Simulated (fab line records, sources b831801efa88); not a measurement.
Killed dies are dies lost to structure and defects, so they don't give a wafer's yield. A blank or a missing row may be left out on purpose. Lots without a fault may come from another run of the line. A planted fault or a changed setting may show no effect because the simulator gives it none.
Which tool did it? | flow sky130 | 12 lots, 36 wafers sampled, at 4 steps of a route of 708

WHAT THE GAUGES READ, wafer by wafer
SKY_VT_ADJUST_HVTP_CD_MEAS_07: target cd 380 nm.
lot  | measured     | on        | cd_nm (nm)
L857 | day 6 16:09  | cd_sem-01 | 382.6 384.4 381.9
L861 | day 7 06:13  | cd_sem-01 | 381.4 380.5 380.2
L864 | day 7 21:53  | cd_sem-02 | 378.7 378.2 379.7
L865 | day 8 05:41  | cd_sem-02 | 381.8 382.6 383.6
L868 | day 8 22:50  | cd_sem-01 | 379.4 379.9 379.9
L869 | day 9 04:17  | cd_sem-01 | 381.7 381.6 379.8
L870 | day 9 18:04  | cd_sem-02 | 379.0 376.6 379.1
L872 | day 10 19:59 | cd_sem-01 | 381.3 379.8 380.4
L876 | day 11 09:22 | cd_sem-01 | 377.9 380.5 378.0
L877 | day 11 12:41 | cd_sem-02 | 380.8 382.2 382.1
L878 | day 12 03:12 | cd_sem-02 | 384.3 384.1 383.5
L880 | day 12 12:43 | cd_sem-01 | 375.9 378.0 377.1

SKY_SONOS_ONO_THK_MEAS_01.
lot  | measured     | on            | SONOS_ONO_OXIDATION_THK (nm)
L857 | day 12 10:01 | film_metro-03 | 2.64 2.56 2.67
L861 | day 12 23:47 | film_metro-03 | 2.52 2.52 2.60
L864 | day 13 20:56 | film_metro-01 | 2.66 2.65 2.68
L865 | day 14 07:49 | film_metro-02 | 2.71 2.76 2.82
L868 | day 15 03:26 | film_metro-03 | 2.75 2.74 2.77
L869 | day 15 12:14 | film_metro-01 | 2.61 2.59 2.63
L870 | day 16 04:58 | film_metro-03 | 2.54 2.57 2.56
L872 | day 17 10:20 | film_metro-01 | 2.53 2.57 2.50
L876 | day 18 07:26 | film_metro-02 | 2.49 2.54 2.57
L877 | day 18 11:44 | film_metro-02 | 2.57 2.49 2.52
L878 | day 19 05:35 | film_metro-02 | 2.57 2.66 2.53
L880 | day 19 13:58 | film_metro-03 | 2.57 2.56 2.59

WHICH TOOL RAN EACH LOT (tool, then ch and the chambers of the sampled wafers, then the start)
lot  | SKY_NWELL_RTA_28                 | SKY_SONOS_ONO_OXIDATION_00
L857 | rtp_anneal-01 ch 0, day 5 22:37  | furnace-02 ch 0, day 12 08:39
L861 | rtp_anneal-01 ch 0, day 6 11:35  | furnace-01 ch 0, day 12 22:26
L864 | rtp_anneal-01 ch 0, day 7 00:56  | furnace-01 ch 0, day 13 19:34
L865 | rtp_anneal-02 ch 0, day 7 09:53  | furnace-01 ch 0, day 14 06:28
L868 | rtp_anneal-02 ch 0, day 8 01:47  | furnace-01 ch 0, day 15 02:05
L869 | rtp_anneal-01 ch 0, day 8 06:46  | furnace-02 ch 0, day 15 10:53
L870 | rtp_anneal-02 ch 0, day 8 19:15  | furnace-02 ch 0, day 16 03:37
L872 | rtp_anneal-01 ch 0, day 9 20:38  | furnace-02 ch 0, day 17 08:59
L876 | rtp_anneal-02 ch 0, day 10 09:53 | furnace-01 ch 0, day 18 06:05
L877 | rtp_anneal-01 ch 0, day 10 12:46 | furnace-02 ch 0, day 18 10:22
L878 | rtp_anneal-02 ch 0, day 11 02:28 | furnace-02 ch 0, day 19 04:13
L880 | rtp_anneal-02 ch 0, day 11 11:51 | furnace-01 ch 0, day 19 12:37
- SKY_NWELL_RTA_28: time 30 s.
- SKY_SONOS_ONO_OXIDATION_00: stabilise 600 s, purge 300 s, target thk 2.6 nm.

WHAT THE TOOLS THEMSELVES READ (means of the sampled wafers that have a number; where no wafer has one, the mark that the record gives instead)
SKY_NWELL_RTA_28.
lot  | tool          | lamp_power_pct (%) | wafer_temp_C_max
L857 | rtp_anneal-01 | 25.30              | 1055.7
L861 | rtp_anneal-01 | 25.28              | 1055.3
L864 | rtp_anneal-01 | 25.27              | 1054.7
L865 | rtp_anneal-02 | 25.31              | 1054.6
L868 | rtp_anneal-02 | 25.34              | 1054.6
L869 | rtp_anneal-01 | 25.32              | 1055.1
L870 | rtp_anneal-02 | 25.32              | 1053.9
L872 | rtp_anneal-01 | 25.33              | 1056.1
L876 | rtp_anneal-02 | 25.33              | 1054.3
L877 | rtp_anneal-01 | 25.28              | 1055.2
L878 | rtp_anneal-02 | 25.32              | 1054.8
L880 | rtp_anneal-02 | 25.23              | 1055.0

SKY_SONOS_ONO_OXIDATION_00.
lot  | tool       | ramp_down_c_per_min | spike_tc_centre_C (C) | spike_tc_lower_C (C) | spike_tc_upper_C (C) | tube_center_temp_C (C) | tube_center_temp_C_max
L857 | furnace-02 | 2.9996              | 802.3                 | 799.8                | 800.7                | 800                    | 801.8
L861 | furnace-01 | 2.9998              | 799.0                 | 801.2                | 800.1                | 800                    | 802.2
L864 | furnace-01 | 3.0001              | 804.3                 | 805.5                | 805.3                | 805                    | 806.8
L865 | furnace-01 | 2.9999              | 804.2                 | 806.4                | 806.3                | 805                    | 806.9
L868 | furnace-01 | 3.0003              | 804.4                 | 806.9                | 806.7                | 805                    | 807.0
L869 | furnace-02 | 2.9998              | 802.3                 | 801.3                | 799.7                | 800                    | 801.9
L870 | furnace-02 | 3.0000              | 802.2                 | 801.1                | 800.5                | 800                    | 801.8
L872 | furnace-02 | 2.9994              | 802.0                 | 800.7                | 799.9                | 800                    | 802.2
L876 | furnace-01 | 3.0002              | 799.3                 | 800.8                | 800.7                | 800                    | 801.9
L877 | furnace-02 | 2.9999              | 802.8                 | 800.9                | 799.7                | 800                    | 802.1
L878 | furnace-02 | 2.9992              | 802.3                 | 800.2                | 799.9                | 800                    | 801.9
L880 | furnace-01 | 2.9998              | 799.1                 | 800.8                | 801.0                | 800                    | 801.9

THE ANSWER, worked out from the rows above alone
Rule: what is usual is taken from the lots themselves. Put in order of their means at a reading, lots are off if they are a third of the lots or fewer, leave a main group of 4 or more, and stand apart from it by a gap of 3 or more times the standard deviation of the main group's means; of several such gaps the widest counts. A main group whose means are all the same, to the digits that the tables above print for the reading, isn't used. A lot without any number at a reading at which 4 lots or more have one is off too. The other lots that the step has rows for count as sound. The gauges are gone through in route order, then the tools' own readings, and for those a lot's mean is taken as printed above. The first step at which some lot is off is used, and at that step the reading that is off furthest; a lot without a number counts as furthest.
Off: L864, L865, L868, at SKY_SONOS_ONO_OXIDATION_00 (tube_center_temp_C_max). The main group: mean 802.0, standard deviation 0.15.
A tool fits if, at that step or a process step before it, it ran every lot that is off, and no sound lot after the first of them. None of those tried fits.

WHAT THE SIMULATOR HAD PUT IN
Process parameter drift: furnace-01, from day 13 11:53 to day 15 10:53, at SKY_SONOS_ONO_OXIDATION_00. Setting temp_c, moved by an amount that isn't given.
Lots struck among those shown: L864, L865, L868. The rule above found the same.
